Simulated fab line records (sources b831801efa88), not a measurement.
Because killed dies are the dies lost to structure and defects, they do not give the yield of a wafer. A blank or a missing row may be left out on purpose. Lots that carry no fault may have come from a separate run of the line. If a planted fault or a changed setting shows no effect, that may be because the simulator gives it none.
fab line records    flow sky130
[record] lots = 6  wafers = 18  last_day = 50
route steps=708 shown METAL3@568 VIA3@573 PAD_OPEN@708
lots with no fault: from the same line, run without faults
start_h: hours from the record's opening day to when the first of the lot's shown wafers began    wait_h: hours elapsed since this lot's preceding step    " unchanged from the row above    L1.1+2: a row that stands for several wafers    - either no value or no given start    * or withheld: withheld    < > ~ a bound
route shown NAME@n: NAME is a module with steps in the file, n the number in the route of the first one    usual: average and standard deviation across the fault-free wafers    same: alike in all rows    chamber/n: place in a boat    sites: each site's reading    _std_site: the values' standard deviation    _edge_site: inner sites' mean taken away from outer sites' mean    radius_mm: for every site, how far away it sits from the centre of the wafer    mask NAME#n: copy n    behind: the most recent tool/chamber to have shaped the wafer    hold: what put the lot on hold/how long, in hours/how the hold closed    device: whichever transistor did not switch (one of n, p or np)    end of line: the tests these same wafers got at the end of their route    a step with no rows: only its recipe    killed: not the wafer's yield, but the dies lost to structure and defects at the first sort    map: the dies of a wafer, with x for killed, . for not killed, _ for no die there
set.NAME: setting as actually run; set.NAME@STEP: the setting as run at that earlier step    model.NAME: the simulator's own value behind a step, which no gauge read
a table for each step, a row for each wafer; lots at some steps of the route
services: the hour from which a tool's chamber was out of use, counted from the record's first day as start_h (under 0 if before that day), plus the number of hours and why
[[steps]]
[step SKY_METAL3_METAL_ETCH_18]
[recipe] target_depth_a = 8450  stop_on = SiO2  over_etch_frac = 0.3  time_s = 183.1  chemistry = Cl2/BCl3  resist_sidewall_deg = 88  pressure_mtorr = 10  icp_w = 900  bias_w = 48.5  Cl2_flow_sccm = 60  bcl3_flow_sccm = 30
[usual] drypump_motor_current_A = 5.74/0.28  oes_product_au = 0.866/0.0067  throttle_valve_pct = 22.265/0.0089
lot.wafer  tool          chamber  start_h  wait_h  drypump_motor_current_A  oes_product_au  rf_hours_counter_h  throttle_valve_pct
L598.3     rie_metal-01  1        936.31   0.1     5.82                     0.862           -                   22.276
L598.4     "             0        "        "       5.79                     0.877           -                   22.256
L598.6     "             0        "        "       5.81                     0.873           -                   22.268
L605.1     rie_metal-03  0        973.05   0.0     5.45                     0.869           1                   22.259
L605.4     "             1        "        "       5.13                     0.872           -                   22.250
L605.5     "             1        "        "       5.12                     0.874           -                   22.273
L608.2     rie_metal-04  1        1009.48  0.0     5.56                     0.873           9                   22.249
L608.4     "             1        "        "       5.58                     0.865           -                   22.264
L608.5     "             1        "        "       5.59                     0.868           -                   22.272
L615.2     rie_metal-04  0        1033.75  0.0     6.19                     0.881           7                   22.253
L615.3     "             1        "        "       5.55                     0.857           -                   22.276
L615.4     "             0        "        "       6.20                     0.869           -                   22.269
L618.1     rie_metal-03  1        1055.59  0.0     5.13                     0.865           14                  22.249
L618.3     "             1        "        "       5.13                     0.867           -                   22.258
L618.6     "             1        "        "       5.14                     0.874           -                   22.269
L619.1     rie_metal-04  0        1060.99  0.0     6.20                     0.870           8                   22.269
L619.2     "             1        "        "       5.55                     0.867           12                  22.264
L619.3     "             1        "        "       5.54                     0.866           -                   22.251
[step SKY_METAL3_STRIP_19]
[recipe] chemistry = O2/N2  power_w = 1400  pressure_mtorr = 1500  platen_temp_c = withheld  o2_flow_sccm = 3000  n2_flow_sccm = 300  overash_fraction = 0.5
[usual] drypump_motor_current_A = 5.4/0.32  oes_product_au = 0.500/0.0063  strip_time_to_endpoint_s = 6.47/0.084
lot.wafer  tool             chamber  start_h  wait_h  drypump_motor_current_A  oes_product_au  rf_hours_counter_h  strip_time_to_endpoint_s
L598.3     plasma_asher-03  0        936.46   0.1     4.9                      0.508           -                   6.59
L598.4     "                1        "        "       5.2                      0.504           -                   6.42
L598.6     "                0        "        "       4.9                      0.509           -                   6.43
L605.1     plasma_asher-04  1        973.23   0.1     5.6                      0.506           79                  6.44
L605.4     "                0        "        "       5.7                      0.495           -                   6.54
L605.5     "                1        "        "       5.6                      0.502           -                   6.57
L608.2     plasma_asher-03  1        1009.66  0.1     5.2                      0.501           118                 6.45
L608.4     "                1        "        "       5.3                      0.501           -                   6.49
L608.5     "                1        "        "       5.3                      0.511           -                   6.52
L615.2     plasma_asher-02  0        1033.93  0.1     5.8                      0.504           28                  6.52
L615.3     "                1        "        "       5.5                      0.504           -                   6.53
L615.4     "                0        "        "       5.8                      0.500           -                   6.49
L618.1     plasma_asher-04  0        1055.76  0.1     5.7                      0.503           87                  6.51
L618.3     "                1        "        "       5.6                      0.513           -                   6.56
L618.6     "                0        "        "       5.7                      0.505           -                   6.58
L619.1     plasma_asher-02  0        1061.16  0.1     5.8                      0.499           31                  6.52
L619.2     "                1        "        "       5.5                      0.503           31                  6.46
L619.3     "                1        "        "       5.5                      0.508           -                   6.54
[step SKY_METAL3_STRIP_20]
[recipe] chemistry = post_etch_residue_remover  time_s = 1200  temp_c = 72.5
[step SKY_METAL3_CLEAN_21]
[recipe] chemistry = IPA  time_s = 180  temp_c = 25
[step SKY_METAL3_CLEAN_22]
[recipe] chemistry = O3/DIW  dry = n2_spin
[step SKY_VIA3_HDPCVD_00]
[recipe] material = SiO2  target_thk_nm = 1635  sigma_open_frac = 0.3  time_s = 272.5  temp_c = 400  sih4_flow_sccm = 60  pressure_mtorr = 6
[step SKY_VIA3_THK_MEAS_01]
[recipe] reads = SiO2_of_VIA3_HDPCVD_00
[usual] VIA3_HDPCVD_THK = 1632/16
lot.wafer  tool           chamber  start_h  wait_h  VIA3_HDPCVD_THK[nm]
L598.3     film_metro-02  -        937.24   0.1     1645
L598.4     "              -        "        "       1647
L598.6     "              -        "        "       1673
L605.1     film_metro-04  -        974.03   0.1     1612
L605.4     "              -        "        "       1620
L605.5     "              -        "        "       1643
L608.2     film_metro-02  -        1010.44  0.1     1618
L608.4     "              -        "        "       1620
L608.5     "              -        "        "       1629
L615.2     film_metro-02  -        1034.71  0.1     1644
L615.3     "              -        "        "       1646
L615.4     "              -        "        "       1648
L618.1     film_metro-01  -        1056.56  0.1     1619
L618.3     "              -        "        "       1621
L618.6     "              -        "        "       1640
L619.1     film_metro-01  -        1061.93  0.1     1621
L619.2     "              -        "        "       1624
L619.3     "              -        "        "       1628
[step SKY_VIA3_CMP_02]
[recipe] material = SiO2  down_force_psi = 4  platen_rpm = 60  pad_velocity_m_s = 0.94248
[usual] motor_current_A = 12.7/1.2
lot.wafer  tool    chamber  start_h  wait_h  motor_current_A
L598.3     cmp-01  1        937.28   0.0     12.7
L598.4     "       2        "        "       13.0
L598.6     "       1        "        "       12.7
L605.1     cmp-02  1        974.09   0.1     12.2
L605.4     "       0        "        "       14.5
L605.5     "       1        "        "       13.1
L608.2     cmp-02  0        1010.49  0.0     15.4
L608.4     "       3        "        "       14.8
L608.5     "       0        "        "       15.2
L615.2     cmp-01  2        1034.76  0.0     13.0
L615.3     "       3        "        "       11.0
L615.4     "       0        "        "       11.0
L618.3     cmp-02  3        1056.62  0.0     13.3
L618.1     "       0        "        "       14.5
L618.6     "       0        "        "       14.3
L619.1     cmp-02  0        1062.04  0.1     14.8
L619.3     "       1        "        "       12.7
L619.2     "       2        "        "       12.3
[step SKY_VIA3_BOW_MEAS_03]
[recipe] mode = bow
[usual] VIA3_BOW = 79/8
lot.wafer  tool           chamber  start_h  wait_h  VIA3_BOW[um]
L598.3     film_metro-02  -        937.62   0.3     85
L598.4     "              -        "        "       69
L598.6     "              -        "        "       93
L605.1     film_metro-04  -        974.42   0.3     85
L605.4     "              -        "        "       96
L605.5     "              -        "        "       88
L608.2     film_metro-02  -        1010.81  0.3     78
L608.4     "              -        "        "       81
L608.5     "              -        "        "       74
L615.2     film_metro-01  -        1035.11  0.3     79
L615.3     "              -        "        "       70
L615.4     "              -        "        "       72
L618.1     film_metro-01  -        1056.92  0.2     77
L618.3     "              -        "        "       79
L618.6     "              -        "        "       73
L619.1     film_metro-04  -        1062.29  0.2     78
L619.2     "              -        "        "       81
L619.3     "              -        "        "       73
[step SKY_VIA3_DEHYDRATE_04]
[recipe] temp_c = 200  time_s = 60
[step SKY_VIA3_HMDS_05]
[recipe] prime_time_s = 60  prime_temp_c = 120
[step SKY_VIA3_COAT_06]
[recipe] resist = BARC  temp_c = withheld  time_s = withheld  spin_rpm = 3000  resist_thk_nm = 60
[step SKY_VIA3_COAT_07]
[recipe] resist = KrF-thick  spin_rpm = 3000  resist_thk_nm = 450
lot.wafer  tool            chamber  start_h  wait_h  model.KrF-thick_of_VIA3_COAT_07.thk_nm
L598.3     litho_track-04  0        949      -       449.6
L598.4     "               0        "        "       450.2
L598.6     "               0        "        "       448.8
L605.1     litho_track-04  0        986      -       448.4
L605.4     "               0        "        "       447.9
L605.5     "               0        "        "       447.7
L608.2     litho_track-04  0        1021     -       401.4
L608.4     "               0        "        "       403.7
L608.5     "               0        "        "       404
L615.2     litho_track-04  0        1046     -       400.8
L615.3     "               0        "        "       401.8
L615.4     "               0        "        "       401.4
L618.1     litho_track-02  0        1067     -       450.6
L618.3     "               0        "        "       451.1
L618.6     "               0        "        "       450.1
L619.1     litho_track-02  0        1073     -       450.1
L619.2     "               0        "        "       448.3
L619.3     "               0        "        "       449.4
[step SKY_VIA3_SOFTBAKE_08]
[recipe] temp_c = 100  time_s = 90  resist = KrF-thick
[step SKY_VIA3_EXPOSE_09]
[recipe] mask_id = VIM3  na = 0.8  source_shape = annular  sigma_inner = 0.55  sigma_outer = 0.85  target_cd_nm = 200  dose_mj = 38
[step SKY_VIA3_PEB_10]
[recipe] peb_temp_c = withheld  peb_time_s = withheld  resist = KrF-thick
[step SKY_VIA3_DEVELOP_11]
[recipe] develop_time_s = 60  resist = KrF-thick  dev_temp_c = 21
[step SKY_VIA3_CD_MEAS_12]
[recipe] target_cd_nm = 200
[usual] cd_nm = 200.2/1.8
lot.wafer  tool       chamber  start_h  wait_h  cd_nm
L598.3     cd_sem-01  -        962.18   -       198.0
L598.4     "          -        "        "       198.1
L598.6     "          -        "        "       199.0
L605.1     cd_sem-02  -        997.90   -       199.6
L605.4     "          -        "        "       199.2
L605.5     "          -        "        "       198.7
L608.2     cd_sem-02  -        1034.16  -       202.7
L608.4     "          -        "        "       205.0
L608.5     "          -        "        "       202.1
L615.2     cd_sem-01  -        1056.80  -       201.1
L615.3     "          -        "        "       202.3
L615.4     "          -        "        "       202.1
L618.1     cd_sem-01  -        1078.24  -       201.6
L618.3     "          -        "        "       200.8
L618.6     "          -        "        "       201.5
L619.1     cd_sem-01  -        1084.03  -       199.3
L619.2     "          -        "        "       199.8
L619.3     "          -        "        "       198.2
[step SKY_VIA3_OVL_MEAS_13]
[usual] VIA3_OVL = 0/4.7
lot.wafer  tool        chamber  start_h  wait_h  VIA3_OVL[nm]
L598.3     overlay-02  -        962.27   0.1     -3
L598.4     "           -        "        "       -2
L598.6     "           -        "        "       -2
L605.1     overlay-01  -        998.02   0.1     -3
L605.4     "           -        "        "       3
L605.5     "           -        "        "       -1
L608.2     overlay-02  -        1034.27  0.1     -1
L608.4     "           -        "        "       -2
L608.5     "           -        "        "       -1
L615.2     overlay-02  -        1056.91  0.1     3
L615.3     "           -        "        "       3
L615.4     "           -        "        "       6
L618.1     overlay-02  -        1078.36  0.1     0
L618.3     "           -        "        "       -3
L618.6     "           -        "        "       0
L619.1     overlay-02  -        1084.15  0.1     0
L619.2     "           -        "        "       -2
L619.3     "           -        "        "       -5
[step SKY_VIA3_ETCH_14]
[recipe] chemistry = N2/H2  target = BARC  ion_energy_ev = 200  source_w = 500  bias_w = 100  pressure_mtorr = 30  n2_flow_sccm = 100  h2_flow_sccm = 200  stop_on = SiO2  time_s = 45.9  target_depth_a = 600
[usual] drypump_motor_current_A = 5.6/0.52  oes_product_au = 0.854/0.0049  throttle_valve_pct = 13.225/0.0095
lot.wafer  tool         chamber  start_h  wait_h  drypump_motor_current_A  oes_product_au  rf_hours_counter_h  throttle_valve_pct
L598.3     rie_diel-01  0        962.30   0.0     5.5                      0.850           16                  13.231
L598.4     "            1        "        "       5.7                      0.855           11                  13.240
L598.6     "            3        "        "       5.8                      0.855           -                   13.234
L605.1     rie_diel-03  3        998.05   0.0     5.5                      0.855           22                  13.231
L605.4     "            0        "        "       4.6                      0.857           17                  13.226
L605.5     "            0        "        "       4.7                      0.857           -                   13.218
L608.2     rie_diel-01  1        1034.30  0.0     5.6                      0.848           13                  13.215
L608.4     "            1        "        "       5.6                      0.861           -                   13.235
L608.5     "            0        "        "       5.5                      0.856           -                   13.218
L615.2     rie_diel-01  2        1056.94  0.0     5.2                      0.856           24                  13.216
L615.3     "            0        "        "       5.5                      0.853           19                  13.235
L615.4     "            3        "        "       5.8                      0.851           7                   13.225
L618.1     rie_diel-01  0        1078.40  0.0     5.5                      0.853           19                  13.221
L618.3     "            1        "        "       5.7                      0.852           14                  13.235
L618.6     "            3        "        "       5.8                      0.863           -                   13.225
L619.1     rie_diel-01  1        1084.19  0.0     5.7                      0.846           15                  13.203
L619.2     "            3        "        "       5.8                      0.853           8                   13.232
L619.3     "            0        "        "       5.5                      0.857           20                  13.226
[step SKY_VIA3_ETCH_15]
[recipe] target = SiO2  chemistry = C4F8/O2/Ar  target_depth_nm = 507  stop_on = TiN  mask_material = KrF-thick  source_w = 1500  bias_w = 1200  pressure_mtorr = 40  c4f8_flow_sccm = withheld  O2_flow_sccm = 6  Ar_flow_sccm = 300  time_s = 78
[usual] oes_product_au = 0.945/0.0044
lot.wafer  tool         chamber  start_h  wait_h  oes_product_au  rf_hours_counter_h  model.KrF-thick_of_VIA3_COAT_07.thk_nm
L598.3     rie_diel-01  0        962.34   0.0     0.944           16                  297.1
L598.4     "            1        "        "       0.939           11                  294.3
L598.6     "            3        "        "       0.950           -                   294.4
L605.1     rie_diel-03  3        998.10   0.0     0.941           22                  288.7
L605.4     "            0        "        "       0.949           17                  288.9
L605.5     "            0        "        "       0.942           -                   289.2
L608.2     rie_diel-01  1        1034.34  0.0     0.941           13                  245
L608.4     "            1        "        "       0.944           -                   247.5
L608.5     "            0        "        "       0.946           -                   251.1
L615.2     rie_diel-01  2        1056.98  0.0     0.949           25                  242.6
L615.3     "            0        "        "       0.942           19                  248
L615.4     "            3        "        "       0.947           7                   246.8
L618.1     rie_diel-01  0        1078.44  0.0     0.945           19                  297.7
L618.3     "            1        "        "       0.953           14                  294.8
L618.6     "            3        "        "       0.947           -                   296.3
L619.1     rie_diel-01  1        1084.23  0.0     0.951           15                  294.9
L619.2     "            3        "        "       0.941           8                   293.8
L619.3     "            0        "        "       0.936           20                  297.3
[step SKY_VIA3_STRIP_16]
[recipe] chemistry = O2/N2  power_w = 1400  pressure_mtorr = 1500  platen_temp_c = withheld  o2_flow_sccm = 3000  n2_flow_sccm = 300  overash_fraction = 0.5
[usual] drypump_motor_current_A = 5.73/0.16  oes_product_au = 0.402/0.0049  strip_time_to_endpoint_s = 4.13/0.034
lot.wafer  tool             chamber  start_h  wait_h  drypump_motor_current_A  oes_product_au  rf_hours_counter_h  strip_time_to_endpoint_s
L598.3     plasma_asher-04  0        962.43   0.1     5.64                     0.397           -                   4.17
L598.4     "                1        "        "       5.60                     0.411           -                   4.17
L598.6     "                1        "        "       5.60                     0.410           -                   4.15
L605.1     plasma_asher-02  0        998.16   0.0     5.79                     0.400           24                  4.11
L605.4     "                1        "        "       5.52                     0.395           -                   4.12
L605.5     "                0        "        "       5.78                     0.398           -                   4.12
L608.2     plasma_asher-04  0        1034.40  0.0     5.65                     0.384           84                  3.64
L608.4     "                1        "        "       5.58                     0.382           -                   3.67
L608.5     "                1        "        "       5.60                     0.382           -                   3.71
L615.2     plasma_asher-04  0        1057.04  0.0     5.64                     0.379           87                  3.60
L615.3     "                0        "        "       5.65                     0.383           -                   3.66
L615.4     "                1        "        "       5.59                     0.385           -                   3.67
L618.1     plasma_asher-01  1        1078.50  0.0     5.96                     0.402           65                  4.17
L618.3     "                0        "        "       5.91                     0.407           -                   4.18
L618.6     "                0        "        "       5.92                     0.412           -                   4.20
L619.1     plasma_asher-02  0        1084.29  0.0     5.75                     0.405           33                  4.16
L619.2     "                1        "        "       5.55                     0.402           33                  4.16
L619.3     "                0        "        "       5.76                     0.408           -                   4.19
[step SKY_VIA3_STRIP_17]
[recipe] chemistry = post_etch_residue_remover  time_s = 1200  temp_c = 72.5
[step SKY_PAD_OPEN_PROBE_99]
[usual] defect_limited_yield = 82.8/1.9  killed_at_M0_to_M3 = 43/7.3  killed_at_M4_up = 3.6/1.9  killed_at_contacts = 23/5.3  killed_at_front_end = 15/4.5  killed_at_other = 0.3/0.72  killed_dies = 85/9.4  killed_open = 46/6.7  killed_short = 38/6.8  sort_bin_3_pad_short = 0.8/0.36  sort_bin_5_function = 10.1/1.3  sort_bin_6_memory = 6.3/1.2  sort_n_pass = 407/9.4  sort_yield_pct = 82.8/1.9
[same] gross_dies = 492  killed_at_back_side = 0  sort_bin_4_leakage[%] = 0  sort_bin_8_speed[%] = 0
lot.wafer  tool       chamber  start_h  wait_h  defect_limited_yield[%]  killed_at_M0_to_M3  killed_at_M4_up  killed_at_contacts  killed_at_front_end  killed_at_other  killed_dies  killed_open  killed_short  sort_bin_3_pad_short[%]  sort_bin_5_function[%]  sort_bin_6_memory[%]  sort_n_pass  sort_yield_pct[%]
L598.3     prober-02  -        1103.57  0.2     82.5                     44                  4                27                  10                   1                86           51           34            0.8                      10.6                    6.1                   406          82.5
L598.4     prober-02  -        1103.62  0.2     82.3                     43                  6                23                  15                   0                87           42           45            1.0                      10.0                    6.7                   405          82.3
L598.6     prober-02  -        1103.72  0.2     82.5                     42                  2                22                  20                   0                86           41           45            1.6                      10.0                    5.9                   406          82.5
L608.2     prober-02  -        1164.26  0.2     82.3                     52                  3                22                  10                   0                87           53           34            1.4                      11.2                    5.1                   405          82.3
L608.4     prober-02  -        1164.36  0.2     79.9                     50                  9                20                  20                   0                99           55           44            1.0                      11.0                    8.1                   393          79.9
L608.5     prober-02  -        1164.41  0.3     86.0                     34                  3                21                  11                   0                69           38           31            0.6                      7.9                     5.5                   423          86.0
L615.2     prober-01  -        1182.82  0.1     82.3                     44                  4                25                  14                   0                87           45           42            0.4                      10.2                    7.1                   405          82.3
L615.3     prober-01  -        1182.87  0.2     82.5                     46                  5                27                  8                    0                86           47           39            1.2                      8.9                     7.3                   406          82.5
L615.4     prober-01  -        1182.92  0.2     86.2                     33                  5                15                  15                   0                68           39           29            0.6                      8.5                     4.7                   424          86.2
L618.1     prober-02  -        1198.08  0.1     85.4                     33                  1                18                  20                   0                72           38           34            1.4                      8.3                     4.9                   420          85.4
L618.3     prober-02  -        1198.18  0.2     82.9                     51                  3                17                  13                   0                84           43           41            0.6                      10.6                    5.9                   408          82.9
L618.6     prober-02  -        1198.33  0.2     81.7                     42                  3                32                  12                   1                90           42           48            1.0                      11.2                    6.1                   402          81.7
L619.1     prober-01  -        1203.20  0.1     81.7                     42                  5                21                  20                   2                90           55           34            1.2                      11.0                    6.1                   402          81.7
L619.2     prober-01  -        1203.25  0.1     83.5                     46                  2                23                  9                    1                81           37           43            1.4                      9.3                     5.7                   411          83.5
L619.3     prober-01  -        1203.30  0.2     83.1                     46                  2                20                  15                   0                83           51           31            0.6                      9.6                     6.7                   409          83.1
// killed by level:class
L598.3 LI_CONTACT:geometric_particle:open=9 VIA2:geometric_particle:open=8 CONTACT:geometric_particle:open=8 VIA1:geometric_particle:open=6 LI_CONTACT:geometric_particle:short=5 METAL1:geometric_particle:short=5 LOCAL_INTERCONNECT:geometric_particle:short=5 VIA3:geometric_particle:open=5
L598.4 VIA1:geometric_particle:open=12 METAL2:geometric_particle:short=8 LI_CONTACT:geometric_particle:open=7 LOCAL_INTERCONNECT:geometric_particle:short=7 VIA2:geometric_particle:open=5 CONTACT:geometric_particle:open=5 FIELD_ISO:geometric_particle:short=4 POLY_GATE:geometric_particle:open=4
L598.6 VIA2:geometric_particle:open=7 LI_CONTACT:geometric_particle:open=7 CONTACT:geometric_particle:open=7 VIA1:geometric_particle:short=7 VIA1:geometric_particle:open=6 FIELD_ISO:geometric_particle:short=5 METAL2:geometric_particle:short=5 FIELD_ISO:geometric_particle:open=4
L608.2 CONTACT:geometric_particle:open=12 VIA1:geometric_particle:open=12 VIA2:geometric_particle:open=10 VIA3:geometric_particle:open=7 METAL1:geometric_particle:short=6 VIA1:geometric_particle:short=5 POLY_GATE:geometric_particle:open=4 LOCAL_INTERCONNECT:geometric_particle:short=4
L608.4 VIA1:geometric_particle:open=13 VIA3:geometric_particle:open=12 CONTACT:geometric_particle:open=9 METAL2:geometric_particle:short=6 METAL1:geometric_particle:short=5 METAL4:geometric_particle:short=5 FIELD_ISO:geometric_particle:short=4 POLY_GATE:geometric_particle:short=4
L608.5 CONTACT:geometric_particle:open=9 METAL1:geometric_particle:short=7 LI_CONTACT:geometric_particle:open=6 VIA1:geometric_particle:open=5 VIA2:geometric_particle:open=5 POLY_GATE:geometric_particle:open=4 VIA3:geometric_particle:open=4 CONTACT:geometric_particle:short=3
L615.2 VIA2:geometric_particle:open=9 METAL1:geometric_particle:short=9 VIA1:geometric_particle:open=8 CONTACT:geometric_particle:open=7 POLY_GATE:geometric_particle:open=6 LOCAL_INTERCONNECT:geometric_particle:short=6 VIA3:geometric_particle:open=6 LI_CONTACT:geometric_particle:short=5
L615.3 VIA1:geometric_particle:open=16 LI_CONTACT:geometric_particle:open=9 CONTACT:geometric_particle:open=6 METAL2:geometric_particle:short=6 CONTACT:geometric_particle:short=5 METAL4:geometric_particle:short=4 METAL1:geometric_particle:short=4 VIA1:geometric_particle:short=4
L615.4 VIA1:geometric_particle:open=11 LI_CONTACT:geometric_particle:open=8 POLY_GATE:geometric_particle:open=5 VIA2:geometric_particle:open=5 METAL4:geometric_particle:short=5 FIELD_ISO:geometric_particle:short=4 POLY_GATE:geometric_particle:short=4 METAL2:geometric_particle:short=4
L618.1 VIA1:geometric_particle:open=9 FIELD_ISO:geometric_particle:open=7 METAL2:geometric_particle:short=5 VIA3:geometric_particle:open=5 POLY_GATE:geometric_particle:open=4 LI_CONTACT:geometric_particle:short=4 CONTACT:geometric_particle:short=4 VIA2:geometric_particle:open=4
L618.3 METAL1:geometric_particle:short=11 VIA1:geometric_particle:open=8 METAL2:geometric_particle:short=7 CONTACT:geometric_particle:open=7 VIA3:geometric_particle:open=7 SPACER:geometric_particle:open=4 VIA1:geometric_particle:short=4 VIA2:geometric_particle:open=4
L618.6 CONTACT:geometric_particle:open=13 VIA1:geometric_particle:open=8 METAL1:geometric_particle:short=7 LOCAL_INTERCONNECT:geometric_particle:short=6 METAL2:geometric_particle:short=6 CONTACT:geometric_particle:short=5 LI_CONTACT:geometric_particle:open=5 FIELD_ISO:geometric_particle:open=4
L619.1 VIA1:geometric_particle:open=10 VIA3:geometric_particle:open=10 FIELD_ISO:geometric_particle:short=7 VIA2:geometric_particle:open=7 LI_CONTACT:geometric_particle:open=6 CONTACT:geometric_particle:open=6 LOCAL_INTERCONNECT:geometric_particle:short=6 FIELD_ISO:geometric_particle:open=4
L619.2 CONTACT:geometric_particle:open=10 VIA2:geometric_particle:open=9 VIA1:geometric_particle:short=7 LI_CONTACT:geometric_particle:open=6 VIA1:geometric_particle:open=5 VIA2:geometric_particle:short=5 VIA3:geometric_particle:short=5 FIELD_ISO:geometric_particle:short=4
L619.3 VIA1:geometric_particle:open=12 VIA2:geometric_particle:open=8 CONTACT:geometric_particle:open=7 VIA3:geometric_particle:open=7 LI_CONTACT:geometric_particle:open=6 METAL1:geometric_particle:short=5 FIELD_ISO:geometric_particle:short=4 POLY_GATE:geometric_particle:short=4
[[services]]
tool             chamber  start_h  hours  kind
cmp-02           -        912.38   4.0    pm
cmp-02           -        916.38   -      consumable_replace:conditioner
cmp-02           -        916.38   -      consumable_replace:pad
cmp-02           -        927.96   0.9    repair
rie_metal-03     0        930.86   -      clean
rie_metal-03     0        930.86   15.0   scheduled_down
rie_metal-03     0        930.86   15.0   vent_cycle
rie_diel-03      2        933.68   50.7   repair
rie_diel-01      3        934.08   5.8    repair
plasma_asher-01  -        952.64   4.1    repair
plasma_asher-02  -        955.45   14.6   pm
cmp-02           -        987.26   1.4    repair
rie_metal-03     -        1010.49  2.8    pm
rie_diel-01      3        1010.89  5.0    repair
plasma_asher-01  -        1018.76  2.5    repair
rie_diel-01      3        1027.30  13.1   repair
cmp-02           -        1038.02  2.4    repair
plasma_asher-03  -        1055.25  9.0    pm
plasma_asher-03  0        1055.25  9.0    vent_cycle
plasma_asher-03  1        1055.25  9.0    vent_cycle
cmp-01           -        1058.34  13.8   repair
plasma_asher-03  0        1064.25  -      clean
plasma_asher-03  1        1064.25  -      clean
rie_metal-04     -        1069.75  14.6   pm
[[key]]
[first_sign] step = SKY_VIA3_STRIP_16  reading = strip_time_to_endpoint_s  direction = down  sigmas = 14  usual = *  struck = *  through = *
[effect] step = SKY_VIA3_STRIP_16  reading = oes_product_au  direction = down  sigmas = 3.9  usual = 0.402  struck = 0.383  through = control_loop
[model_effect] step = SKY_VIA3_COAT_07  value = KrF-thick_of_VIA3_COAT_07.thk_nm  without = 449.1  struck = 402.2
[model_effect] step = SKY_VIA3_ETCH_15  value = KrF-thick_of_VIA3_COAT_07.thk_nm  without = 293.8  struck = 246.9
met_at SKY_VIA3_COAT_07
struck_wafers L608.2,L608.4,L608.5,L615.2,L615.3,L615.4
[loop_trim] step = SKY_VIA3_EXPOSE_09  setting = dose  lots = L615
onset_between 986 1021
also_fits SKY_VIA3_STRIP_16:plasma_asher-04
[fault] kind = process_parameter_drift  tool = litho_track-04  chamber = -  onset_h = 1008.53  steps = SKY_VIA3_COAT_07  channel = resist_thk_nm  offset = -47.019  shape = step  end_h = 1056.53  acts_in = these_recipes_only  stated = 450
// loop_trim: a control loop set the setting to another value than it would have without faults
